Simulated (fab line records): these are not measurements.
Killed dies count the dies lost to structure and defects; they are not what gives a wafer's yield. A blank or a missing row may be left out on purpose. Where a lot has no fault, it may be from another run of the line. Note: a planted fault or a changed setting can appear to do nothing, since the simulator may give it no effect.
Which tool was responsible?	flow gf180mcu	15 lots, 45 wafers sampled, at 2 steps of a route of 602

## WHAT THE GAUGES READ, wafer by wafer
GF_V2_THK_MEAS_25: measures by xrf. Usual: V2_W_THK gives 341 nm (standard deviation 4.3).
lot	measured	on	V2_W_THK (nm)	flag
L866	day 20 16:21	film-metro-04	347 350 353	
L868	day 21 16:29	film-metro-04	337 334 335	
L869	day 21 23:42	film-metro-01	343 346 342	
L870	day 22 09:45	film-metro-01	341 341 343	
L872	day 23 05:30	film-metro-01	333 339 337	
L875	day 24 10:02	film-metro-03	336 340 335	
L876	day 24 11:23	film-metro-01	337 337 333	
L877	day 24 20:53	film-metro-03	338 341 337	
L878	day 25 06:06	film-metro-01	336 340 344	
L882	day 26 06:38	film-metro-01	341 343 336	
L884	day 26 23:13	film-metro-01	341 342 338	
L885	day 27 07:21	film-metro-01	337 336 345	
L886	day 27 12:09	film-metro-04	337 344 340	
L887	day 27 16:17	film-metro-01	345 340 339	
L888	day 28 00:14	film-metro-01	348 343 335	

## WHICH TOOL RAN EACH LOT (tool, then ch and the chambers of the sampled wafers, then the start)
lot	GF_MVPSD_EXPOSE_04
L866	iline-stepper-01 ch 0, day 5 00:41
L868	iline-stepper-01 ch 0, day 5 14:07
L869	iline-stepper-02 ch 0, day 5 20:10
L870	iline-stepper-01 ch 0, day 6 00:24
L872	iline-stepper-01 ch 0, day 6 13:47
L875	iline-stepper-02, day 7 09:03
L876	iline-stepper-02, day 7 12:58
L877	iline-stepper-02, day 7 18:07
L878	iline-stepper-02 ch 0, day 8 04:40
L882	iline-stepper-02 ch 0, day 8 23:16
L884	iline-stepper-02 ch 0, day 9 09:04
L885	iline-stepper-02 ch 0, day 9 18:40
L886	iline-stepper-02 ch 0, day 9 22:25
L887	iline-stepper-02 ch 0, day 10 01:39
L888	iline-stepper-02 ch 0, day 10 09:50
- GF_MVPSD_EXPOSE_04: exposes mask MVPSD, target cd 1000 nm.

## AS READ BY THE TOOLS THEMSELVES (means over the sampled wafers that have a number; for cases with no such wafer, the mark the record gives instead)
GF_MVPSD_EXPOSE_04. Usual: exposure-dose-mJ-cm2 260.00, standard deviation 0.26; focus-offset-nm 0.1 nm, standard deviation 0.57.
lot	tool	exposure-dose-mJ-cm2	focus-offset-nm (nm)	flag
L866	iline-stepper-01	260.14	-0.0	
L868	iline-stepper-01	260.22	0.8	
L869	iline-stepper-02	260.16	-0.2	
L870	iline-stepper-01	259.90	0.6	
L872	iline-stepper-01	260.01	-0.9	
L875	iline-stepper-02	-	-	OFF
L876	iline-stepper-02	-	-	OFF
L877	iline-stepper-02	-	-	OFF
L878	iline-stepper-02	260.25	-0.6	
L882	iline-stepper-02	259.88	0.2	
L884	iline-stepper-02	259.71	-0.2	
L885	iline-stepper-02	260.25	0.6	
L886	iline-stepper-02	259.96	0.2	
L887	iline-stepper-02	260.06	0.8	
L888	iline-stepper-02	259.79	0.7	

## THE ANSWER, worked out from the rows above alone
Rule: lot off if the mean of its wafers having a number is beyond 3 standard deviations from the usual mean. A lot without any number at a reading at which 4 lots or more have one is off too. Where the step has rows for the other lots, those lots are counted as sound. After the gauges, taken in route order, come the tools' own readings; for these a lot's mean is taken, as printed above. At the first step where some lot is off, the reading lying furthest off is the one used; lots without a number count as furthest.
Off: L875, L876, L877, at GF_MVPSD_EXPOSE_04 (exposure-dose-mJ-cm2). Without a number there: L875, L876, L877.
A tool fits if, at that step or a process step before it, it ran every lot that is off, and no sound lot after the first of them. None of those tried fits.

## WHAT THE SIMULATOR HAD INSERTED
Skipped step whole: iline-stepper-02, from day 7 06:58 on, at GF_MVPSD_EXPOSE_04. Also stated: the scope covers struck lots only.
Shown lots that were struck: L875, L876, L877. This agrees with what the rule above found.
